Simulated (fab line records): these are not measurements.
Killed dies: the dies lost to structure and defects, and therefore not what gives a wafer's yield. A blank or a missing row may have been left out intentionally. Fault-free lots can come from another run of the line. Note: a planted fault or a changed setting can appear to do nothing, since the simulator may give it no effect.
Commonality check across tools -- flow gf180mcu -- 36 wafers sampled across 12 lots

WHAT PROMPTED THE OPENING
On 1 of the 12 lots, a flag is raised at GF_V4_CD_MEAS_14 on the reading cd_nm. Fault-free wafers read 260.1 nm, with a standard deviation of 1.1.
Rule: a lot is flagged when every wafer of it that has a number lies more than 4 standard deviations from that mean, or none has a number. The other lots count as sound.

lot,measured,on,"cd_nm (nm), wafer by wafer",flag
L355,day 24 21:55,cd_sem-02,261.0 260.3 259.6,
L357,day 25 17:04,cd_sem-02,259.8 260.0 260.7,
L358,day 26 06:46,cd_sem-02,258.4 260.9 259.0,
L362,day 27 07:13,cd_sem-02,259.6 261.0 260.9,
L361,day 27 11:58,cd_sem-01,259.2 257.9 259.4,
L366,day 28 17:19,cd_sem-02,268.1 274.2 268.8,FLAGGED
L371,day 30 00:58,cd_sem-01,260.5 260.5 259.4,
L374,day 31 00:41,cd_sem-02,260.5 260.1 259.9,
L375,day 31 01:58,cd_sem-02,261.9 260.7 260.7,
L376,day 31 08:06,cd_sem-01,257.8 258.5 258.6,
L378,day 31 18:13,cd_sem-01,259.2 258.6 258.0,
L377,day 31 20:25,cd_sem-02,262.4 261.8 261.6,
On average the flagged lots' numbers are 270.4 nm, which is +10.3 nm against the usual, or +9 standard deviations.

LOT BY LOT: THE TOOL USED
The record holds 2 process steps before the reading, out of a route of 602 steps. Cell contents, in order: the tool; ch with the chambers the sampled wafers went through; the start.
lot,flag,GF_V4_CMP_04,GF_V4_EXPOSE_11
L355,,"cmp-02 ch 1,2, day 23 22:50","krf_scanner-01 ch 0, day 24 11:15"
L357,,"cmp-01 ch 0,2, day 24 18:35","krf_scanner-02 ch 0, day 25 06:11"
L358,,"cmp-01 ch 0,3, day 25 09:20","krf_scanner-02 ch 0, day 25 20:04"
L362,,"cmp-02 ch 0,1,3, day 26 10:14","krf_scanner-01 ch 0, day 26 20:58"
L361,,"cmp-02 ch 1,2,3, day 26 15:05","krf_scanner-02 ch 0, day 27 01:44"
L366,FLAGGED,"cmp-02 ch 0,2,3, day 27 21:10","krf_scanner-02 ch 0, day 28 08:08"
L371,,"cmp-02 ch 0,2, day 29 05:41","krf_scanner-01 ch 0, day 29 15:59"
L374,,"cmp-01 ch 0,1,2, day 30 05:41","krf_scanner-01 ch 0, day 30 15:05"
L375,,"cmp-01 ch 0,1,2, day 30 06:56","krf_scanner-01 ch 0, day 30 16:34"
L376,,"cmp-01 ch 0,2,3, day 30 12:50","krf_scanner-02 ch 0, day 30 23:25"
L378,,"cmp-01 ch 0,1, day 31 00:19","krf_scanner-01 ch 0, day 31 09:53"
L377,,"cmp-02 ch 0,1, day 31 02:23","krf_scanner-02 ch 0, day 31 11:56"
What the steps here do:
- GF_V4_CMP_04: polishes SiO2.
- GF_V4_EXPOSE_11: exposes mask Via4, target cd 260 nm.
- GF_V4_CD_MEAS_14: target cd 260 nm.

FLAGGED OVER TOTAL, TOOL BY TOOL (the gauges that took the reading come last)
step,tool,lots run,flagged,share of the flagged lots,sound lots run after its first flagged lot
GF_V4_CMP_04,cmp-01,6,0,none,-
GF_V4_CMP_04,cmp-02,6,1,all,"2 (L371,L377)"
GF_V4_EXPOSE_11,krf_scanner-01,6,0,none,-
GF_V4_EXPOSE_11,krf_scanner-02,6,1,all,"2 (L376,L377)"
GF_V4_CD_MEAS_14,cd_sem-01,4,0,none,-
GF_V4_CD_MEAS_14,cd_sem-02,8,1,all,"3 (L374,L375,L377)"

WHAT IS ALLOWED BY THE TABLE
cmp-02 at GF_V4_CMP_04, krf_scanner-02 at GF_V4_EXPOSE_11 and cd_sem-02 at GF_V4_CD_MEAS_14: these 3 rows of the table ran every flagged lot.
- cmp-02 at GF_V4_CMP_04 ran 6 lots, 1 of them flagged. After the first flagged lot (L371, L377), sound lots still ran on it; a lasting fault on the whole tool would not permit that.
- krf_scanner-02 at GF_V4_EXPOSE_11 ran 6 lots, 1 of them flagged. After the first flagged lot (L376, L377), sound lots still ran on it; a lasting fault on the whole tool would not permit that. Its own readings lie more than 4 standard deviations out on every wafer of the flagged lots: exposure_dose_mJ_cm2.
- cd_sem-02 at GF_V4_CD_MEAS_14 ran 8 lots, 1 of them flagged. After the first flagged lot (L374, L375, L377), sound lots still ran on it; a lasting fault on the whole tool would not permit that.
Every row of the table either missed a flagged lot or ran a sound lot after the first.

WHAT THE SIMULATOR HAD INSERTED
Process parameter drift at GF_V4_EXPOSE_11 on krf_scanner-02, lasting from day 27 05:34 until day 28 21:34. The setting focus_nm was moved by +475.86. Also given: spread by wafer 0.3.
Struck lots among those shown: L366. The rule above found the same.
